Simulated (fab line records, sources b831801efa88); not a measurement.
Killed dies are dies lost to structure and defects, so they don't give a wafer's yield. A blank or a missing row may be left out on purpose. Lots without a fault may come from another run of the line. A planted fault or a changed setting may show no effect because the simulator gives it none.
Which tool did it? | flow sky130 | 12 lots, 36 wafers sampled, at 5 steps of a route of 708

WHAT THE GAUGES READ, wafer by wafer
SKY_METAL2_THK_MEAS_06: measures by xrf.
lot  | measured     | on            | METAL2_ALCU_THK (nm)
L955 | day 35 07:53 | film_metro-03 | 244 242 244
L954 | day 35 09:02 | film_metro-01 | 250 249 249
L956 | day 35 09:44 | film_metro-02 | 244 243 243
L960 | day 36 11:08 | film_metro-01 | 266 263 265
L961 | day 36 16:25 | film_metro-03 | 265 261 260
L964 | day 37 05:43 | film_metro-02 | 245 248 248
L963 | day 37 06:50 | film_metro-03 | 264 261 264
L965 | day 37 20:53 | film_metro-03 | 250 249 247
L967 | day 38 04:23 | film_metro-01 | 248 248 251
L972 | day 40 01:07 | film_metro-03 | 250 249 250
L974 | day 40 10:56 | film_metro-01 | 251 250 251
L975 | day 40 13:31 | film_metro-01 | 242 245 244

SKY_VIA2_BOW_MEAS_03.
lot  | measured     | on            | VIA2_BOW (um)
L955 | day 36 13:05 | film_metro-02 | 86 83 68
L954 | day 36 13:46 | film_metro-04 | 85 81 84
L956 | day 36 14:01 | film_metro-01 | 87 77 89
L960 | day 37 13:26 | film_metro-04 | 96 78 83
L961 | day 37 20:16 | film_metro-04 | 87 92 85
L964 | day 38 08:08 | film_metro-02 | 93 81 80
L963 | day 38 08:41 | film_metro-02 | 76 88 77
L965 | day 38 23:27 | film_metro-04 | 91 86 88
L967 | day 39 07:05 | film_metro-01 | 86 91 94
L972 | day 41 03:41 | film_metro-01 | 96 95 91
L974 | day 41 11:53 | film_metro-04 | 79 76 82
L975 | day 41 14:34 | film_metro-02 | 91 80 89

WHICH TOOL RAN EACH LOT (tool, then ch and the chambers of the sampled wafers, then the start)
lot  | SKY_METAL2_SPUTTER_01        | SKY_METAL2_SPUTTER_04        | SKY_METAL2_ETCH_18
L955 | pvd_sputter-01, day 35 07:38 | pvd_sputter-01, day 35 07:43 | rie_metal-02 ch 1, day 36 11:47
L954 | pvd_sputter-02, day 35 08:47 | pvd_sputter-02, day 35 08:51 | rie_metal-04 ch 0,1, day 36 11:50
L956 | pvd_sputter-02, day 35 09:31 | pvd_sputter-02, day 35 09:34 | rie_metal-01 ch 0,1, day 36 12:41
L960 | pvd_sputter-02, day 36 10:53 | pvd_sputter-02, day 36 10:58 | rie_metal-01 ch 0,1, day 37 12:08
L961 | pvd_sputter-02, day 36 16:11 | pvd_sputter-02, day 36 16:15 | rie_metal-01 ch 0,1, day 37 18:41
L964 | pvd_sputter-03, day 37 05:28 | pvd_sputter-03, day 37 05:32 | rie_metal-01 ch 0,1, day 38 06:48
L963 | pvd_sputter-02, day 37 06:35 | pvd_sputter-02, day 37 06:40 | rie_metal-04 ch 0,1, day 38 07:26
L965 | pvd_sputter-01, day 37 20:35 | pvd_sputter-01, day 37 20:40 | rie_metal-01 ch 0,1, day 38 22:11
L967 | pvd_sputter-03, day 38 04:09 | pvd_sputter-03, day 38 04:13 | rie_metal-04 ch 0,1, day 39 05:35
L972 | pvd_sputter-03, day 40 00:52 | pvd_sputter-03, day 40 00:56 | rie_metal-02 ch 0, day 41 02:23
L974 | pvd_sputter-03, day 40 10:42 | pvd_sputter-03, day 40 10:46 | rie_metal-01 ch 0,1, day 41 10:32
L975 | pvd_sputter-01, day 40 13:17 | pvd_sputter-01, day 40 13:21 | rie_metal-02 ch 0,1, day 41 13:14
- SKY_METAL2_SPUTTER_01: material TiN, target thk 20 nm, time 16.7 s.
- SKY_METAL2_SPUTTER_04: material TiN, target thk 70 nm, time 58.3 s.
- SKY_METAL2_ETCH_18: etches BARC in N2/H2, stops on SiO2, time 45.9 s, target depth 60 nm.

WHAT THE TOOLS THEMSELVES READ (means of the sampled wafers that have a number; where no wafer has one, the mark that the record gives instead)
SKY_METAL2_SPUTTER_01.
lot  | tool           | cathode_dc_power_W (W) | throttle_valve_pct (%)
L955 | pvd_sputter-01 | 6499.7                 | 30.4
L954 | pvd_sputter-02 | 6499.1                 | 30.1
L956 | pvd_sputter-02 | 6500.4                 | 29.9
L960 | pvd_sputter-02 | 6500.5                 | 29.8
L961 | pvd_sputter-02 | 6500.6                 | 30.0
L964 | pvd_sputter-03 | 6499.9                 | 30.7
L963 | pvd_sputter-02 | 6500.2                 | 29.8
L965 | pvd_sputter-01 | 6500.7                 | 30.5
L967 | pvd_sputter-03 | 6499.1                 | 30.0
L972 | pvd_sputter-03 | 6499.5                 | 29.3
L974 | pvd_sputter-03 | 6499.5                 | 30.0
L975 | pvd_sputter-01 | 6500.7                 | 30.5

SKY_METAL2_SPUTTER_04.
lot  | tool           | cathode_dc_power_W (W) | throttle_valve_pct (%)
L955 | pvd_sputter-01 | 6500.9                 | 30.3
L954 | pvd_sputter-02 | 6499.2                 | 30.0
L956 | pvd_sputter-02 | 6499.8                 | 29.9
L960 | pvd_sputter-02 | 6498.9                 | 30.1
L961 | pvd_sputter-02 | 6499.7                 | 29.9
L964 | pvd_sputter-03 | 6501.2                 | 30.7
L963 | pvd_sputter-02 | 6501.2                 | 29.9
L965 | pvd_sputter-01 | 6499.1                 | 30.6
L967 | pvd_sputter-03 | 6499.2                 | 30.1
L972 | pvd_sputter-03 | 6499.9                 | 29.5
L974 | pvd_sputter-03 | 6500.1                 | 29.9
L975 | pvd_sputter-01 | 6499.7                 | 30.3

SKY_METAL2_ETCH_18.
lot  | tool         | drypump_motor_current_A (A) | oes_product_au (a.u.) | throttle_valve_pct (%)
L955 | rie_metal-02 | 5.7                         | 0.855                 | 13.219
L954 | rie_metal-04 | 6.4                         | 0.856                 | 13.230
L956 | rie_metal-01 | 6.3                         | 0.853                 | 13.223
L960 | rie_metal-01 | 6.1                         | 0.855                 | 13.228
L961 | rie_metal-01 | 6.1                         | 0.858                 | 13.229
L964 | rie_metal-01 | 6.3                         | 0.856                 | 13.226
L963 | rie_metal-04 | 6.3                         | 0.854                 | 13.221
L965 | rie_metal-01 | 6.1                         | 0.850                 | 13.227
L967 | rie_metal-04 | 6.4                         | 0.857                 | 13.231
L972 | rie_metal-02 | 4.9                         | 0.850                 | 13.223
L974 | rie_metal-01 | 6.3                         | 0.854                 | 13.221
L975 | rie_metal-02 | 5.2                         | 0.856                 | 13.223

THE ANSWER, worked out from the rows above alone
Rule: what is usual is taken from the lots themselves. Put in order of their means at a reading, lots are off if they are a third of the lots or fewer, leave a main group of 4 or more, and stand apart from it by a gap of 3 or more times the standard deviation of the main group's means; of several such gaps the widest counts. A main group whose means are all the same, to the digits that the tables above print for the reading, isn't used. A lot without any number at a reading at which 4 lots or more have one is off too. The other lots that the step has rows for count as sound. The gauges are gone through in route order, then the tools' own readings, and for those a lot's mean is taken as printed above. The first step at which some lot is off is used, and at that step the reading that is off furthest; a lot without a number counts as furthest.
Off: L960, L961, L963, at SKY_METAL2_THK_MEAS_06 (METAL2_ALCU_THK). The main group: mean 247 nm, standard deviation 2.8.
A tool fits if, at a process step before that reading, it ran every lot that is off, and no sound lot after the first of them. The gauges at SKY_METAL2_THK_MEAS_06 are tried like those tools. One fits: pvd_sputter-02 at SKY_METAL2_SPUTTER_01 and SKY_METAL2_SPUTTER_04. At SKY_METAL2_SPUTTER_01 its last sound lot is L956 (day 35 09:31), its first lot that is off L960 (day 36 10:53): a fault that began between those two fits.

WHAT THE SIMULATOR HAD PUT IN
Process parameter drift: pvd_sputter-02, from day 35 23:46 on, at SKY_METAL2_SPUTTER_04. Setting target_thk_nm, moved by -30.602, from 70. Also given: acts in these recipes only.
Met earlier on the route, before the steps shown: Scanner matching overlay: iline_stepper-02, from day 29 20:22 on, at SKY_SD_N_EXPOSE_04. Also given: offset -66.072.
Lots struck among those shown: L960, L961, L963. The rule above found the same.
